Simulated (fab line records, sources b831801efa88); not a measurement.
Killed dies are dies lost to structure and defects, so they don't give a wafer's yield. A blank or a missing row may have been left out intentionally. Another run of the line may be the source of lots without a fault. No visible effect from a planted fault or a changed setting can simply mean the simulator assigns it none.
fab line records -- flow sky130
record: lots: 12, wafers: 36, last_day: 50
route steps=708 shown CONTACT@430 VIA1@470 METAL2@483 PAD_OPEN@708
lots that met no fault: taken from a fault-free run of the same line
start_h: hours from the record's opening day to when the first of the lot's shown wafers began -- wait_h: hours since the lot's step before -- " identical to the entry in the row above -- L1.1+2: several wafers, shown together as one row -- - no value present, or no start provided -- * or withheld: withheld -- < > ~ a bound
route shown NAME@n: a module of which the file shows steps, and the number in the route of the first -- usual: mean/standard deviation of fault-free wafers -- same: alike in all rows -- chamber/n: place in a boat -- sites: the reading at each site -- _std_site: the values' standard deviation -- _edge_site: outer sites' mean less inner sites' -- radius_mm: for every site, how far away it sits from the centre of the wafer -- mask NAME#n: copy n -- behind: the tool/chamber that last shaped the wafer -- hold: what put the lot on hold/how long, in hours/how the hold closed -- device: the n, p or np transistor that did not switch -- end of line: the route-end tests of the same wafers -- step lacking rows: just its recipe -- killed: dies lost to structure and defects at the first sort, not the wafer's yield -- map: a wafer's dies, x killed, . not, _ none there
set.NAME: the setting the step ran with; set.NAME@STEP: the setting that earlier step ran with -- model.NAME: the simulator's own value behind a step, which no gauge read
steps of the route over a sample of lots; a table a step, a row a wafer
services: when a tool's chamber went out of use (start_h, in hours from the record's first day, below 0 if earlier), for how many hours, and the reason
== steps ==
step: SKY_CONTACT_CVD_24
recipe: material: W, target_thk_nm: 340, time_s: 102.12, temp_c: 400, pressure_torr: 40
usual: chamber_pressure_Torr: 39.99/0.092, heater_power_w: 875/53
lot.wafer,tool,chamber,start_h,wait_h,chamber_pressure_Torr,heater_power_w
L130.2,cvd_w-01,1,733.57,0.0,40.04,808
L130.3,cvd_w-01,0,733.57,0.0,40.06,931
L130.6,cvd_w-01,0,733.57,0.0,40.13,929
L134.1,cvd_w-01,1,774.81,0.0,40.00,796
L134.3,cvd_w-01,1,774.81,0.0,40.05,800
L134.5,cvd_w-01,0,774.81,0.0,40.07,918
L135.2,cvd_w-01,0,777.58,0.0,39.92,937
L135.4,cvd_w-01,1,777.58,0.0,40.14,815
L135.5,cvd_w-01,0,777.58,0.0,40.05,936
L136.3,cvd_w-01,0,786.45,0.1,39.88,933
L136.4,cvd_w-01,1,786.45,0.1,39.84,800
L136.5,cvd_w-01,1,786.45,0.1,40.02,819
L137.3,cvd_w-02,0,798.26,0.1,40.02,828
L137.4,cvd_w-02,1,798.26,0.1,40.06,918
L137.5,cvd_w-02,0,798.26,0.1,40.09,841
L138.4,cvd_w-02,1,802.63,0.1,39.79,895
L138.5,cvd_w-02,1,802.63,0.1,39.77,902
L138.6,cvd_w-02,0,802.63,0.1,39.94,852
L146.4,cvd_w-02,0,866.59,0.1,39.99,824
L146.5,cvd_w-02,1,866.59,0.1,39.96,905
L146.6,cvd_w-02,0,866.59,0.1,40.04,839
L147.1,cvd_w-01,1,870.48,0.0,40.03,825
L147.3,cvd_w-01,1,870.48,0.0,40.05,808
L147.5,cvd_w-01,1,870.48,0.0,40.05,816
L148.1,cvd_w-01,1,872.96,0.0,39.95,814
L148.3,cvd_w-01,1,872.96,0.0,40.14,821
L148.5,cvd_w-01,1,872.96,0.0,39.87,820
L151.3,cvd_w-02,0,896.29,0.1,40.04,851
L151.4,cvd_w-02,1,896.29,0.1,39.99,904
L151.5,cvd_w-02,1,896.29,0.1,40.05,942
L152.1,cvd_w-02,1,901.78,0.0,39.92,892
L152.3,cvd_w-02,0,901.78,0.0,40.04,824
L152.6,cvd_w-02,1,901.78,0.0,39.82,900
L153.1,cvd_w-01,1,922.70,0.0,39.95,826
L153.2,cvd_w-01,0,922.70,0.0,39.92,963
L153.4,cvd_w-01,0,922.70,0.0,39.96,946
step: SKY_VIA1_CD_MEAS_12
recipe: target_cd_nm: 150
usual: cd_nm: 149.7/1.5
lot.wafer,tool,chamber,start_h,wait_h,cd_nm
L130.2,cd_sem-01,-,789.61,-,147.7
L130.3,cd_sem-01,-,789.61,-,147.8
L130.6,cd_sem-01,-,789.61,-,148.7
L134.1,cd_sem-02,-,829.93,-,150.1
L134.3,cd_sem-02,-,829.93,-,150.9
L134.5,cd_sem-02,-,829.93,-,150.8
L135.2,cd_sem-02,-,832.55,-,148.4
L135.4,cd_sem-02,-,832.55,-,146.8
L135.5,cd_sem-02,-,832.55,-,148.2
L136.3,cd_sem-02,-,840.69,-,149.5
L136.4,cd_sem-02,-,840.69,-,150.7
L136.5,cd_sem-02,-,840.69,-,151.4
L137.3,cd_sem-02,-,852.02,-,150.4
L137.4,cd_sem-02,-,852.02,-,151.7
L137.5,cd_sem-02,-,852.02,-,150.2
L138.4,cd_sem-02,-,857.39,-,147.5
L138.5,cd_sem-02,-,857.39,-,149.0
L138.6,cd_sem-02,-,857.39,-,149.6
L146.4,cd_sem-01,-,919.80,-,152.8
L146.5,cd_sem-01,-,919.80,-,153.0
L146.6,cd_sem-01,-,919.80,-,152.0
L147.1,cd_sem-01,-,923.84,-,151.1
L147.3,cd_sem-01,-,923.84,-,150.6
L147.5,cd_sem-01,-,923.84,-,150.8
L148.1,cd_sem-02,-,925.73,-,150.2
L148.3,cd_sem-02,-,925.73,-,148.3
L148.5,cd_sem-02,-,925.73,-,150.3
L151.3,cd_sem-01,-,948.73,-,149.9
L151.4,cd_sem-01,-,948.73,-,148.0
L151.5,cd_sem-01,-,948.73,-,148.1
L152.1,cd_sem-01,-,956.89,-,150.1
L152.3,cd_sem-01,-,956.89,-,149.6
L152.6,cd_sem-01,-,956.89,-,149.0
L153.1,cd_sem-02,-,973.04,-,148.9
L153.2,cd_sem-02,-,973.04,-,149.1
L153.4,cd_sem-02,-,973.04,-,149.2
step: SKY_METAL2_SPUTTER_00
recipe: material: Ti, target_thk_nm: 15, power_w: 3000, time_s: 10, chamber_pressure_pa: 0.4
usual: cathode_dc_power_W: 3000.0/0.54, throttle_valve_pct: 29.5/1.3
lot.wafer,tool,chamber,start_h,wait_h,cathode_dc_power_W,throttle_valve_pct
L130.2,pvd_sputter-03,-,791.19,0.1,2999.4,30.2
L130.3,pvd_sputter-03,-,791.19,0.1,2999.1,31.0
L130.6,pvd_sputter-03,-,791.19,0.1,2999.2,30.5
L134.1,pvd_sputter-03,-,831.40,0.2,2999.1,30.1
L134.3,pvd_sputter-03,-,831.40,0.2,3000.1,30.1
L134.5,pvd_sputter-03,-,831.40,0.2,3000.5,29.9
L135.2,pvd_sputter-01,-,834.00,0.2,2999.4,29.3
L135.4,pvd_sputter-01,-,834.00,0.2,3000.8,27.0
L135.5,pvd_sputter-01,-,834.00,0.2,3000.4,28.9
L136.3,pvd_sputter-01,-,842.31,0.2,3000.0,29.1
L136.4,pvd_sputter-01,-,842.31,0.2,2999.9,30.7
L136.5,pvd_sputter-01,-,842.31,0.2,2999.4,27.0
L137.3,pvd_sputter-01,-,853.89,0.2,2999.3,29.5
L137.4,pvd_sputter-01,-,853.89,0.2,3000.1,27.1
L137.5,pvd_sputter-01,-,853.89,0.2,3000.2,29.9
L138.4,pvd_sputter-03,-,858.85,0.1,2999.7,30.0
L138.5,pvd_sputter-03,-,858.85,0.1,2999.8,30.9
L138.6,pvd_sputter-03,-,858.85,0.1,2999.7,30.1
L146.4,pvd_sputter-01,-,921.22,0.2,2999.8,30.8
L146.5,pvd_sputter-01,-,921.22,0.2,2999.6,29.4
L146.6,pvd_sputter-01,-,921.22,0.2,2999.7,30.7
L147.1,pvd_sputter-02,-,925.35,0.1,3000.3,29.8
L147.3,pvd_sputter-02,-,925.35,0.1,2999.6,30.2
L147.5,pvd_sputter-02,-,925.35,0.1,3000.4,30.8
L148.1,pvd_sputter-01,-,927.21,0.2,2999.0,27.1
L148.3,pvd_sputter-01,-,927.21,0.2,3000.3,29.4
L148.5,pvd_sputter-01,-,927.21,0.2,3000.3,27.0
L151.3,pvd_sputter-01,-,950.57,0.1,3000.3,27.1
L151.4,pvd_sputter-01,-,950.57,0.1,2999.9,29.1
L151.5,pvd_sputter-01,-,950.57,0.1,2999.4,27.1
L152.1,pvd_sputter-01,-,958.42,0.2,2998.9,30.8
L152.3,pvd_sputter-01,-,958.42,0.2,3000.1,29.9
L152.6,pvd_sputter-01,-,958.42,0.2,3000.0,30.7
L153.1,pvd_sputter-01,-,974.52,0.2,3000.5,29.0
L153.2,pvd_sputter-01,-,974.52,0.2,3001.1,31.0
L153.4,pvd_sputter-01,-,974.52,0.2,2999.0,27.3
step: SKY_METAL2_SPUTTER_04
recipe: material: TiN, target_thk_nm: 70, power_w: 6500, time_s: 58.3, chamber_pressure_pa: 0.4
usual: cathode_dc_power_W: 6500.1/1.2, throttle_valve_pct: 29.4/1.3
lot.wafer,tool,chamber,start_h,wait_h,cathode_dc_power_W,throttle_valve_pct
L130.2,pvd_sputter-03,-,791.28,0.0,6498.5,30.1
L130.3,pvd_sputter-03,-,791.28,0.0,6498.4,30.7
L130.6,pvd_sputter-03,-,791.28,0.0,6500.2,30.7
L134.1,pvd_sputter-03,-,831.49,0.0,6500.1,30.0
L134.3,pvd_sputter-03,-,831.49,0.0,6501.2,30.0
L134.5,pvd_sputter-03,-,831.49,0.0,6500.4,30.0
L135.2,pvd_sputter-01,-,834.10,0.0,6497.6,29.3
L135.4,pvd_sputter-01,-,834.10,0.0,6502.5,27.1
L135.5,pvd_sputter-01,-,834.10,0.0,6500.8,29.0
L136.3,pvd_sputter-01,-,842.40,0.0,6499.6,29.3
L136.4,pvd_sputter-01,-,842.40,0.0,6500.1,30.9
L136.5,pvd_sputter-01,-,842.40,0.0,6499.0,27.2
L137.3,pvd_sputter-01,-,853.98,0.0,8504.4,29.6
L137.4,pvd_sputter-01,-,853.98,0.0,6501.1,27.3
L137.5,pvd_sputter-01,-,853.98,0.0,8503.6,29.6
L138.4,pvd_sputter-03,-,858.94,0.0,6500.3,30.0
L138.5,pvd_sputter-03,-,858.94,0.0,6500.1,30.9
L138.6,pvd_sputter-03,-,858.94,0.0,6500.2,30.3
L146.4,pvd_sputter-01,-,921.31,0.0,6500.7,30.6
L146.5,pvd_sputter-01,-,921.31,0.0,6499.7,29.3
L146.6,pvd_sputter-01,-,921.31,0.0,6498.2,30.7
L147.1,pvd_sputter-02,-,925.44,0.0,6500.0,29.5
L147.3,pvd_sputter-02,-,925.44,0.0,6501.1,30.3
L147.5,pvd_sputter-02,-,925.44,0.0,6500.8,30.6
L148.1,pvd_sputter-01,-,927.30,0.0,6500.0,27.6
L148.3,pvd_sputter-01,-,927.30,0.0,6500.4,29.5
L148.5,pvd_sputter-01,-,927.30,0.0,6500.1,27.2
L151.3,pvd_sputter-01,-,950.66,0.0,6500.1,27.0
L151.4,pvd_sputter-01,-,950.66,0.0,6499.6,29.0
L151.5,pvd_sputter-01,-,950.66,0.0,6500.7,27.1
L152.1,pvd_sputter-01,-,958.51,0.0,6499.6,30.8
L152.3,pvd_sputter-01,-,958.51,0.0,6498.8,29.4
L152.6,pvd_sputter-01,-,958.51,0.0,6497.7,30.8
L153.1,pvd_sputter-01,-,974.61,0.0,6501.2,29.1
L153.2,pvd_sputter-01,-,974.61,0.0,6498.4,31.1
L153.4,pvd_sputter-01,-,974.61,0.0,6501.5,27.1
step: SKY_PAD_OPEN_PROBE_99
usual: defect_limited_yield: 82.1/1.9, killed_at_M0_to_M3: 45/6.8, killed_at_M4_up: 3.0/1.7, killed_at_contacts: 25/5.7, killed_at_front_end: 15/4.6, killed_at_other: 0.3/0.66, killed_dies: 88/9.5, killed_open: 48/7.3, killed_short: 39/6.5, sort_bin_3_pad_short: 0.9/0.47, sort_bin_5_function: 10.6/1.5, sort_bin_6_memory: 6.4/1.2, sort_n_pass: 404/9.5, sort_yield_pct: 82.1/1.9
same: gross_dies: 492, killed_at_back_side: 0, sort_bin_4_leakage[%]: 0, sort_bin_8_speed[%]: 0
lot.wafer,tool,chamber,start_h,wait_h,defect_limited_yield[%],killed_at_M0_to_M3,killed_at_M4_up,killed_at_contacts,killed_at_front_end,killed_at_other,killed_dies,killed_open,killed_short,sort_bin_3_pad_short[%],sort_bin_5_function[%],sort_bin_6_memory[%],sort_n_pass,sort_yield_pct[%]
L146.4,prober-02,-,1170.75,0.2,83.3,40,2,22,16,2,82,44,35,0.6,8.7,7.3,410,83.3
L146.5,prober-02,-,1170.80,0.2,84.1,37,1,24,14,2,78,41,32,0.8,9.8,5.3,414,84.1
L146.6,prober-02,-,1170.85,0.2,79.3,47,1,24,26,4,102,55,43,0.8,11.6,8.3,390,79.3
killed by level:class
L146.4 VIA1:geometric_particle:open=8 VIA2:geometric_particle:open=7 LI_CONTACT:geometric_particle:open=6 CONTACT:geometric_particle:short=6 POLY_GATE:geometric_particle:short=5 CONTACT:geometric_particle:open=5 METAL1:geometric_particle:short=5 VIA1:geometric_particle:short=5
L146.5 LI_CONTACT:geometric_particle:open=9 VIA2:geometric_particle:open=9 POLY_GATE:geometric_particle:open=6 VIA1:geometric_particle:short=6 FIELD_ISO:geometric_particle:short=4 LOCAL_INTERCONNECT:geometric_particle:short=4 CONTACT:geometric_particle:open=4 METAL1:geometric_particle:short=4
L146.6 VIA1:geometric_particle:open=13 LI_CONTACT:geometric_particle:open=9 FIELD_ISO:geometric_particle:open=7 FIELD_ISO:geometric_particle:short=7 VIA3:geometric_particle:open=7 VIA3:geometric_particle:short=7 CONTACT:geometric_particle:open=5 VIA1:geometric_particle:short=5
== services ==
tool,chamber,start_h,hours,kind
pvd_sputter-01,-,711.04,26.1,repair
pvd_sputter-02,-,715.28,1.4,repair
cvd_w-02,-,750.33,2.8,pm
pvd_sputter-03,-,801.55,6.2,repair
cvd_w-01,-,804.16,2.8,pm
pvd_sputter-02,-,835.46,11.5,repair
cvd_w-01,1,841.41,10.0,repair
pvd_sputter-01,-,851.15,2.5,repair
cvd_w-01,-,901.63,0.6,repair
cvd_w-02,-,904.00,14.0,pm
cvd_w-02,0,904.00,14.0,vent_cycle
cvd_w-02,1,904.00,14.0,vent_cycle
cvd_w-02,0,918.00,-,clean
cvd_w-02,1,918.00,-,clean
cvd_w-01,-,919.61,1.2,repair
cvd_w-01,1,974.28,2.7,repair
== key ==
first_sign: step: SKY_METAL2_SPUTTER_04, reading: cathode_dc_power_W, direction: up, sigmas: 99+, usual: 6500.1, struck: 8504.0
effect none on later readings
met_at SKY_METAL2_SPUTTER_04
struck_lots L137
struck_wafers L137.3,L137.5
not_acting_at SKY_CONTACT_CVD_24,SKY_VIA1_CD_MEAS_12,SKY_METAL2_SPUTTER_00
fault: kind: process_parameter_drift, tool: pvd_sputter-01, chamber: -, onset_h: 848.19, steps: SKY_METAL2_SPUTTER_04, channel: power_w, offset: *, shape: step, end_h: 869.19, acts_in: *, stated: *, scope: struck_wafers_only
